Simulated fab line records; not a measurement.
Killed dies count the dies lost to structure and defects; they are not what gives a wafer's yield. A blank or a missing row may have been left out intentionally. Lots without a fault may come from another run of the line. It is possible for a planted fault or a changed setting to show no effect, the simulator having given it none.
fab line records	flow sky130
record lots=5	wafers=15	last-day=50
route steps=708 shown VIA1@473 METAL2@483
lots untouched by any fault: they come from a run of this same line in which no faults occurred
start-h: start of the lot's first displayed wafer, in hours after the record's first day	wait-h: hours from the lot's prior step to this one	" as in the row above	L1.1+2: several wafers, shown together as one row	- either no value or no given start	* or withheld: withheld	< > ~ a bound
route shown NAME@n: NAME is a module with steps in the file, n the number in the route of the first one	usual: mean and standard deviation over wafers with no fault	same: alike in all rows	chamber/n: place in a boat	sites: per-site readings	_std_site: their standard deviation	_edge_site: the outer-site mean with the inner-site mean subtracted	radius-mm: for every site, how far away it sits from the centre of the wafer	mask NAME#n: copy n	behind: the tool/chamber that last shaped the wafer	hold: what put the lot on hold/how long, in hours/how the hold closed	device: transistor that didn't switch, given as n, p or np	end of line: tests of these same wafers at the route's end	a step with no rows: only its recipe	killed: count of dies lost to structure and defects at first sort (not the wafer's yield)	map: shows each die of a wafer: x if killed, . if not, _ if none is there
set.NAME: the setting that was run; set.NAME@STEP: the one run at that earlier step	model.NAME: the simulator's own value behind a step, which no gauge read
certain route steps with their lots: each step a table, each wafer a row
services: when a tool's chamber went out of use (start-h, in hours from the record's first day, below 0 if earlier), for how many hours, and the reason
## steps
# step SKY_VIA1_ETCH_15
# recipe target=SiO2	chemistry=C4F8/O2/Ar	target-depth-nm=351	stop-on=TiN	mask-material=KrF-thick	source-w=1500	bias-w=1200	pressure-mtorr=40	c4f8-flow-sccm=withheld	O2_flow_sccm=6	Ar_flow_sccm=300	time-s=54
# usual oes-product-au=0.980/0.0076
lot.wafer	tool	chamber	start-h	wait-h	oes-product-au	rf-hours-counter-h
L856.2	rie-diel-02	3	797.70	0.0	0.987	5
L856.4	"	0	"	"	0.989	7
L856.6	"	3	"	"	0.979	-
L863.1	rie-diel-04	2	847.00	0.0	0.979	13
L863.3	"	1	"	"	0.988	7
L863.5	"	3	"	"	0.995	-
L869.2	rie-diel-01	2	899.75	0.0	0.974	15
L869.4	"	1	"	"	0.976	15
L869.6	"	0	"	"	0.977	-
L875.2	rie-diel-04	0	937.75	0.0	0.987	2
L875.5	"	2	"	"	0.978	-
L875.6	"	1	"	"	0.986	-
L877.2	rie-diel-01	0	940.84	0.0	0.972	6
L877.4	"	1	"	"	0.982	16
L877.6	"	1	"	"	0.985	-
# step SKY_VIA1_STRIP_16
# recipe chemistry=O2/N2	power-w=1400	pressure-mtorr=1500	platen-temp-c=withheld	o2-flow-sccm=3000	n2-flow-sccm=300	overash-fraction=0.5
# step SKY_VIA1_STRIP_17
# recipe chemistry=post-etch-residue-remover	time-s=1200	temp-c=72.5
# step SKY_VIA1_CLEAN_18
# recipe chemistry=IPA	time-s=180	temp-c=25
# step SKY_VIA1_CLEAN_19
# recipe chemistry=O3/DIW	dry=n2-spin
# step SKY_VIA1_SPUTTER_20
# recipe material=TiN	target-thk-nm=20	chamber-pressure-pa=5	power-w=4000	time-s=80
# step SKY_VIA1_CVD_21
# recipe material=W	target-thk-nm=270	time-s=80.902	temp-c=400	pressure-torr=40
# usual heater-power-w=905/70
lot.wafer	tool	chamber	start-h	wait-h	heater-power-w
L856.2	cvd-w-01	1	798.43	0.0	817
L856.4	"	1	"	"	809
L856.6	"	1	"	"	813
L863.1	cvd-w-01	0	847.77	0.0	884
L863.3	"	0	"	"	866
L863.5	"	1	"	"	818
L869.2	cvd-w-01	0	900.45	0.0	879
L869.4	"	1	"	"	819
L869.6	"	1	"	"	812
L875.2	cvd-w-02	1	938.45	0.0	910
L875.5	"	1	"	"	899
L875.6	"	0	"	"	952
L877.2	cvd-w-01	1	941.54	0.0	826
L877.4	"	0	"	"	889
L877.6	"	1	"	"	817
# step SKY_VIA1_RS_MEAS_22
# recipe thk-meas-gauge=four-point-probe	reads=W_of_VIA1_CVD_21+TiN_of_VIA1_SPUTTER_20
# usual VIA1_W_RS=0.427/0.0052
lot.wafer	tool	chamber	start-h	wait-h	VIA1_W_RS[ohm/sq]
L856.2	film-metro-04	-	798.55	0.1	0.423
L856.4	"	-	"	"	0.424
L856.6	"	-	"	"	0.428
L863.1	film-metro-01	-	847.87	0.1	0.417
L863.3	"	-	"	"	0.421
L863.5	"	-	"	"	0.422
L869.2	film-metro-04	-	900.56	0.1	0.437
L869.4	"	-	"	"	0.431
L869.6	"	-	"	"	0.429
L875.2	film-metro-03	-	938.57	0.1	0.430
L875.5	"	-	"	"	0.428
L875.6	"	-	"	"	0.424
L877.2	film-metro-03	-	941.66	0.1	0.425
L877.4	"	-	"	"	0.429
L877.6	"	-	"	"	0.425
# step SKY_VIA1_THK_MEAS_23
# recipe thk-meas-gauge=xrf	reads=W_of_VIA1_CVD_21
# usual VIA1_W_THK=269/3.4
lot.wafer	tool	chamber	start-h	wait-h	VIA1_W_THK[nm]
L856.2	film-metro-04	-	798.66	0.1	272
L856.4	"	-	"	"	271
L856.6	"	-	"	"	270
L863.1	film-metro-01	-	847.99	0.1	277
L863.3	"	-	"	"	273
L863.5	"	-	"	"	274
L869.2	film-metro-04	-	900.67	0.1	266
L869.4	"	-	"	"	269
L869.6	"	-	"	"	271
L875.2	film-metro-03	-	938.68	0.1	266
L875.5	"	-	"	"	268
L875.6	"	-	"	"	270
L877.2	film-metro-03	-	941.77	0.1	270
L877.4	"	-	"	"	267
L877.6	"	-	"	"	269
# step SKY_VIA1_CMP_24
# recipe stop-on=SiO2	t-overpolish-s=15	down-force-psi=3.5	platen-rpm=60	target-thk-nm=0	pad-velocity-m-s=0.94248
# step SKY_METAL2_SPUTTER_00
# recipe material=Ti	target-thk-nm=15	power-w=3000	time-s=10	chamber-pressure-pa=0.4
# step SKY_METAL2_SPUTTER_01
# recipe material=TiN	target-thk-nm=20	power-w=6500	time-s=16.7	chamber-pressure-pa=0.4
# usual throttle-valve-pct=30.4/0.95
lot.wafer	tool	chamber	start-h	wait-h	throttle-valve-pct
L856.2	pvd-sputter-04	-	799.03	0.0	30.8
L856.4	"	-	"	"	29.2
L856.6	"	-	"	"	31.0
L863.1	pvd-sputter-01	-	848.37	0.0	29.7
L863.3	"	-	"	"	30.5
L863.5	"	-	"	"	29.7
L869.2	pvd-sputter-04	-	901.07	0.0	30.7
L869.4	"	-	"	"	29.2
L869.6	"	-	"	"	30.5
L875.2	pvd-sputter-01	-	939.05	0.0	30.5
L875.5	"	-	"	"	30.0
L875.6	"	-	"	"	28.4
L877.2	pvd-sputter-01	-	942.14	0.0	29.8
L877.4	"	-	"	"	30.3
L877.6	"	-	"	"	30.6
# step SKY_METAL2_SPUTTER_02
# recipe material=AlCu	target-thk-nm=250	power-w=10600	time-s=13.3	chamber-pressure-pa=0.4
# usual throttle-valve-pct=30.4/0.93
lot.wafer	tool	chamber	start-h	wait-h	throttle-valve-pct	model.AlCu_of_METAL2_SPUTTER_02.thk-nm
L856.2	pvd-sputter-04	-	799.05	0.0	30.9	254.1
L856.4	"	-	"	"	29.2	250.8
L856.6	"	-	"	"	31.2	251.7
L863.1	pvd-sputter-01	-	848.39	0.0	29.8	252.3
L863.3	"	-	"	"	30.6	256.1
L863.5	"	-	"	"	30.0	251
L869.2	pvd-sputter-04	-	901.10	0.0	30.7	464.4
L869.4	"	-	"	"	29.2	253
L869.6	"	-	"	"	31.0	252.1
L875.2	pvd-sputter-01	-	939.07	0.0	30.6	253.2
L875.5	"	-	"	"	29.8	249.7
L875.6	"	-	"	"	28.4	251.8
L877.2	pvd-sputter-01	-	942.16	0.0	29.3	251.8
L877.4	"	-	"	"	30.6	254.9
L877.6	"	-	"	"	30.7	253.3
# step SKY_METAL2_SPUTTER_03
# recipe material=Ti	target-thk-nm=5	power-w=3000	time-s=3.3	chamber-pressure-pa=0.4
# step SKY_METAL2_SPUTTER_04
# recipe material=TiN	target-thk-nm=70	power-w=6500	time-s=58.3	chamber-pressure-pa=0.4
# usual throttle-valve-pct=30.3/0.93
lot.wafer	tool	chamber	start-h	wait-h	throttle-valve-pct
L856.2	pvd-sputter-04	-	799.10	0.0	30.8
L856.4	"	-	"	"	29.2
L856.6	"	-	"	"	31.1
L863.1	pvd-sputter-01	-	848.44	0.0	29.7
L863.3	"	-	"	"	30.6
L863.5	"	-	"	"	29.9
L869.2	pvd-sputter-04	-	901.14	0.0	30.5
L869.4	"	-	"	"	29.4
L869.6	"	-	"	"	30.6
L875.2	pvd-sputter-01	-	939.12	0.0	30.3
L875.5	"	-	"	"	29.9
L875.6	"	-	"	"	28.8
L877.2	pvd-sputter-01	-	942.21	0.0	29.7
L877.4	"	-	"	"	30.5
L877.6	"	-	"	"	30.4
# step SKY_METAL2_RS_MEAS_05
# recipe thk-meas-gauge=four-point-probe	reads=TiN_of_METAL2_SPUTTER_04+Ti_of_METAL2_SPUTTER_03+AlCu_of_METAL2_SPUTTER_02+TiN_of_METAL2_SPUTTER_01+Ti_of_METAL2_SPUTTER_00
# usual METAL2_ALCU_RS=0.1264/0.0016
lot.wafer	tool	chamber	start-h	wait-h	METAL2_ALCU_RS[ohm/sq]
L856.2	film-metro-02	-	799.17	0.0	0.1248
L856.4	"	-	"	"	0.1264
L856.6	"	-	"	"	0.1261
L863.1	film-metro-01	-	848.49	0.0	0.1253
L863.3	"	-	"	"	0.1235
L863.5	"	-	"	"	0.1260
L869.2	film-metro-01	-	901.21	0.0	0.0675
L869.4	"	-	"	"	0.1251
L869.6	"	-	"	"	0.1256
L875.2	film-metro-01	-	939.18	0.0	0.1249
L875.5	"	-	"	"	0.1268
L875.6	"	-	"	"	0.1260
L877.2	film-metro-01	-	942.27	0.0	0.1255
L877.4	"	-	"	"	0.1239
L877.6	"	-	"	"	0.1251
# step SKY_METAL2_THK_MEAS_06
# recipe thk-meas-gauge=xrf	reads=AlCu_of_METAL2_SPUTTER_02
# usual METAL2_ALCU_THK=251/3.5
lot.wafer	tool	chamber	start-h	wait-h	METAL2_ALCU_THK[nm]
L856.2	film-metro-02	-	799.28	0.1	257
L856.4	"	-	"	"	253
L856.6	"	-	"	"	253
L863.1	film-metro-01	-	848.61	0.1	252
L863.3	"	-	"	"	258
L863.5	"	-	"	"	250
L869.2	film-metro-01	-	901.32	0.1	464
L869.4	"	-	"	"	255
L869.6	"	-	"	"	254
L875.2	film-metro-01	-	939.29	0.1	251
L875.5	"	-	"	"	246
L875.6	"	-	"	"	250
L877.2	film-metro-01	-	942.38	0.1	249
L877.4	"	-	"	"	252
L877.6	"	-	"	"	253
# step SKY_METAL2_DEHYDRATE_07
# recipe temp-c=200	time-s=60
# step SKY_METAL2_HMDS_08
# recipe prime-time-s=60	prime-temp-c=120
# step SKY_METAL2_COAT_09
# recipe resist=BARC	temp-c=withheld	time-s=withheld	spin-rpm=3000	resist-thk-nm=60
# step SKY_METAL2_COAT_10
# recipe resist=KrF-thick	spin-rpm=3000	resist-thk-nm=450
# step SKY_METAL2_SOFTBAKE_11
# recipe temp-c=100	time-s=90	resist=KrF-thick
# step SKY_METAL2_EXPOSE_12
# recipe mask-id=MM2	na=0.8	source-shape=annular	sigma-inner=0.55	sigma-outer=0.85	target-cd-nm=140	dose-mj=28
# step SKY_METAL2_PEB_13
# recipe peb-temp-c=withheld	peb-time-s=withheld	resist=KrF-thick
# step SKY_METAL2_DEVELOP_14
# recipe develop-time-s=60	resist=KrF-thick	dev-temp-c=21
# step SKY_METAL2_CD_MEAS_15
# recipe target-cd-nm=140
# usual cd-nm=139.0/1.4
lot.wafer	tool	chamber	start-h	wait-h	cd-nm
L856.2	cd-sem-01	-	825.23	-	138.1
L856.4	"	-	"	"	138.1
L856.6	"	-	"	"	139.4
L863.1	cd-sem-02	-	874.25	-	139.0
L863.3	"	-	"	"	140.8
L863.5	"	-	"	"	141.7
L869.2	cd-sem-02	-	925.02	-	139.6
L869.4	"	-	"	"	139.5
L869.6	"	-	"	"	140.5
L875.2	cd-sem-01	-	963.63	-	139.9
L875.5	"	-	"	"	138.3
L875.6	"	-	"	"	140.0
L877.2	cd-sem-02	-	966.32	-	138.6
L877.4	"	-	"	"	139.5
L877.6	"	-	"	"	138.6
# step SKY_METAL2_OVL_MEAS_16
# usual METAL2_OVL=-2/5
lot.wafer	tool	chamber	start-h	wait-h	METAL2_OVL[nm]
L856.2	overlay-02	-	825.34	0.1	-1
L856.4	"	-	"	"	-1
L856.6	"	-	"	"	-1
L863.1	overlay-01	-	874.37	0.1	10
L863.3	"	-	"	"	3
L863.5	"	-	"	"	0
L869.2	overlay-01	-	925.13	0.1	-5
L869.4	"	-	"	"	-4
L869.6	"	-	"	"	1
L875.2	overlay-01	-	963.74	0.1	0
L875.5	"	-	"	"	-10
L875.6	"	-	"	"	-3
L877.2	overlay-02	-	966.43	0.1	0
L877.4	"	-	"	"	-3
L877.6	"	-	"	"	1
# step SKY_METAL2_DESCUM_17
# recipe chemistry=O2	source-power-w=150	bias-power-w=0	pressure-mtorr=10	temp-c=40	time-s=8
# step SKY_METAL2_ETCH_18
# recipe chemistry=N2/H2	target=BARC	ion-energy-ev=200	bias-w=100	pressure-mtorr=30	n2-flow-sccm=100	h2-flow-sccm=200	icp-w=500	stop-on=SiO2	time-s=45.9	target-depth-a=600
# step SKY_METAL2_METAL_ETCH_19
# recipe target-depth-a=3600	stop-on=SiO2	over-etch-frac=0.3	time-s=78	chemistry=Cl2/BCl3	resist-sidewall-deg=88	pressure-mtorr=10	icp-w=900	bias-w=48.5	Cl2_flow_sccm=60	bcl3-flow-sccm=30
# usual drypump-motor-current-A=5.7/0.53	oes-product-au=0.855/0.0055	throttle-valve-pct=22.265/0.0085
lot.wafer	tool	chamber	start-h	wait-h	drypump-motor-current-A	oes-product-au	rf-hours-counter-h	throttle-valve-pct
L856.2	rie-metal-02	1	825.46	0.0	5.5	0.858	17	22.268
L856.4	"	0	"	"	6.4	0.856	-	22.265
L856.6	"	0	"	"	6.4	0.859	-	22.267
L863.1	rie-metal-01	0	874.50	0.0	4.8	0.862	7	22.273
L863.3	"	0	"	"	4.9	0.853	-	22.270
L863.5	"	1	"	"	5.7	0.864	-	22.285
L869.2	rie-metal-02	0	925.25	0.0	6.4	1.003	13	22.265
L869.4	"	1	"	"	5.5	0.862	-	22.266
L869.6	"	1	"	"	5.5	0.859	-	22.270
L875.2	rie-metal-03	0	963.99	0.1	5.5	0.865	-	22.268
L875.5	"	0	"	"	5.5	0.861	-	22.272
L875.6	"	0	"	"	5.5	0.855	-	22.271
L877.2	rie-metal-01	1	966.55	0.0	5.8	0.853	13	22.271
L877.4	"	1	"	"	5.7	0.861	-	22.261
L877.6	"	1	"	"	5.7	0.855	-	22.274
# step SKY_METAL2_STRIP_20
# recipe chemistry=O2/N2	power-w=1400	pressure-mtorr=1500	platen-temp-c=withheld	o2-flow-sccm=3000	n2-flow-sccm=300	overash-fraction=0.5
# usual drypump-motor-current-A=5.9/0.42	oes-product-au=0.342/0.0045	strip-time-to-endpoint-s=2.69/0.031
lot.wafer	tool	chamber	start-h	wait-h	drypump-motor-current-A	oes-product-au	rf-hours-counter-h	strip-time-to-endpoint-s
L856.2	plasma-asher-03	0	825.55	0.1	5.8	0.338	74	2.72
L856.4	"	1	"	"	5.6	0.340	-	2.67
L856.6	"	1	"	"	5.7	0.347	-	2.69
L863.1	plasma-asher-04	0	874.59	0.1	6.0	0.345	97	2.68
L863.3	"	1	"	"	5.3	0.352	-	2.70
L863.5	"	1	"	"	5.3	0.345	-	2.71
L869.2	plasma-asher-01	0	925.34	0.1	6.1	0.341	18	2.71
L869.4	"	1	"	"	6.7	0.344	-	2.70
L869.6	"	0	"	"	6.1	0.337	-	2.73
L875.2	plasma-asher-04	1	964.14	0.1	5.3	0.344	106	2.64
L875.5	"	0	"	"	6.0	0.337	-	2.67
L875.6	"	1	"	"	5.3	0.346	-	2.65
L877.2	plasma-asher-04	1	966.64	0.1	5.3	0.350	107	2.66
L877.4	"	1	"	"	5.3	0.344	-	2.66
L877.6	"	0	"	"	6.0	0.340	-	2.66
## services
tool	chamber	start-h	hours	kind
plasma-asher-03	-	783.87	0.4	repair
rie-diel-01	2	791.27	10.2	repair
rie-diel-04	0	810.69	2.5	repair
plasma-asher-01	-	827.90	4.4	repair
pvd-sputter-04	2	830.43	-	consumable-replace:kit
pvd-sputter-04	2	830.43	18.0	scheduled-down
pvd-sputter-04	2	830.43	18.0	vent-cycle
pvd-sputter-01	3	831.87	-	consumable-replace:kit
pvd-sputter-01	3	831.87	18.0	scheduled-down
pvd-sputter-01	3	831.87	18.0	vent-cycle
rie-metal-03	1	840.40	2.4	repair
rie-diel-02	3	842.10	3.3	repair
rie-metal-02	-	870.06	1.5	repair
pvd-sputter-01	-	878.05	16.1	repair
rie-diel-01	-	888.90	1.0	repair
rie-diel-04	1	896.15	8.5	repair
cvd-w-02	-	904.00	14.0	pm
rie-metal-01	-	912.37	2.8	pm
rie-diel-02	0	913.73	2.1	repair
rie-metal-01	-	920.22	0.5	repair
plasma-asher-03	-	921.52	1.1	repair
rie-diel-04	2	925.67	8.3	repair
rie-diel-01	3	942.61	4.4	repair
rie-metal-03	1	948.72	16.2	repair
## key
first-sign step=SKY_METAL2_RS_MEAS_05	reading=METAL2_ALCU_RS	direction=down	sigmas=37	usual=0.1264	struck=0.0675
effect step=SKY_METAL2_THK_MEAS_06	reading=METAL2_ALCU_THK	direction=up	sigmas=60	usual=251	struck=464
effect step=SKY_METAL2_METAL_ETCH_19	reading=oes-product-au	direction=up	sigmas=27	usual=0.855	struck=1.003
model-effect step=SKY_METAL2_SPUTTER_02	value=AlCu_of_METAL2_SPUTTER_02.thk-nm	without=254.7	struck=464.4
met-at SKY_METAL2_SPUTTER_02
struck-wafers L869.2
later-rows-left-out L869.2
sort-left-out L869.2
onset-between 799.05 901.10
fault kind=process-parameter-drift	tool=pvd-sputter-04	chamber=-	onset-h=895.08	steps=SKY_METAL2_SPUTTER_02	channel=target-thk-nm	offset=209.72	shape=step	end-h=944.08	scope=struck-wafers-only	acts-in=these-recipes-only	stated=250
# sort-left-out: the simulated sort isn't trusted on such a fault, so these wafers' sort isn't shown, and their yield isn't known
# later-rows-left-out: the simulator's readings of these wafers behind a module that went badly wrong aren't trusted and aren't shown, but for the sort
